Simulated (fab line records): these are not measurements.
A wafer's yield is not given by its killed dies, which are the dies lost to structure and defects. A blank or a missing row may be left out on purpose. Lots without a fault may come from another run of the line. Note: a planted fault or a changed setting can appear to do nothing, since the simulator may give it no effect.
Problem report in the 8D (eight disciplines) form, filled by code + flow sky130 + the parts of the form that need people (team, actions taken, sign-off) are left out

## 1. PROBLEM STATEMENT
dose-ions-cm2 at SKY_LDD_N_IMPLANT_11 reads a mean of 8.438e+13 on 6 wafers of 2 lots; wafers without a fault read 7.501e+13 with a standard deviation of 7.5e+10. That is +99 or more standard deviations from the usual mean.
The first sign was on wafer L516.1 at day 19 17:43, on implanter-01. Wafers with a number at this step in the record: 35, from 12 lots. By rule, "out" or "out of limits" means more than 4 standard deviations away from the usual mean. The other wafers with a number count as sound.

## 2. WHAT IT IS AND WHAT IT IS NOT
| question                    | is                                | is not                                                                                                              |
|-----------------------------|-----------------------------------|---------------------------------------------------------------------------------------------------------------------|
| which readings at this step | dose-ions-cm2, faraday-current-uA | end-station-pressure-torr                                                                                           |
| which lots                  | L516, L517                        | L513, L525, L527, L528, L529, L530, L531, L532, L533, L534                                                          |
| which wafers of those lots  | all that have a number            | -                                                                                                                   |
| read on which tools         | implanter-01                      | implanter-02, implanter-04                                                                                          |
| when                        | from day 19 17:43                 | up to then (3 sound wafers); but 26 sound wafers of L525, L527, L528, L529, L530, L531, L532, L533, L534 came after |

## 3. THE SUSPECTS, EACH WITH WHAT RULES IT OUT
Counting: a tool at any process step up to the reading remains a suspect when it ran all the lots that are out and ran no sound lot after the first of those.
- implanter-01 at SKY_LDD_N_IMPLANT_11: ruled out as a lasting fault. After its first lot that is out, L516 (day 19 17:43), sound lots L525, L527, L529 ran on it.
Left after counting: nothing in the record.

## 4. THE CAUSE (what the simulator had put in)
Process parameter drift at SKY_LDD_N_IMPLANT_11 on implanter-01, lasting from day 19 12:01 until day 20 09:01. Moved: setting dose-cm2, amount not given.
Counting ruled it out, wrongly.

## 5. SEQUENCE OF EFFECTS, ordered by route
Rows list readings where the struck wafers' mean (over those with a number) sits beyond 3 standard deviations from the usual. Only readings whose record carries a usual standard deviation are examined. hours: median over the lots of the time between each lot's start at the first step of this table that gives one and its start at this step. sigmas: the change, counted in usual standard deviations.
| hours | step                 | reading            | usual     | on struck wafers | change     | sigmas      |
|-------|----------------------|--------------------|-----------|------------------|------------|-------------|
| 0     | SKY_LDD_N_IMPLANT_11 | dose-ions-cm2      | 7.501e+13 | 8.438e+13        | +9.368e+12 | +99 or more |
| 0     | SKY_LDD_N_IMPLANT_11 | faraday-current-uA | 424       | 476              | +52        | +5.9        |
Process steps it contains:
- SKY_LDD_N_IMPLANT_11

## 6. HOW IT WOULD HAVE BEEN CAUGHT EARLIER
In this record no reading fell out of limits until day 19 17:43, 6 hours after the fault had begun at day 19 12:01.
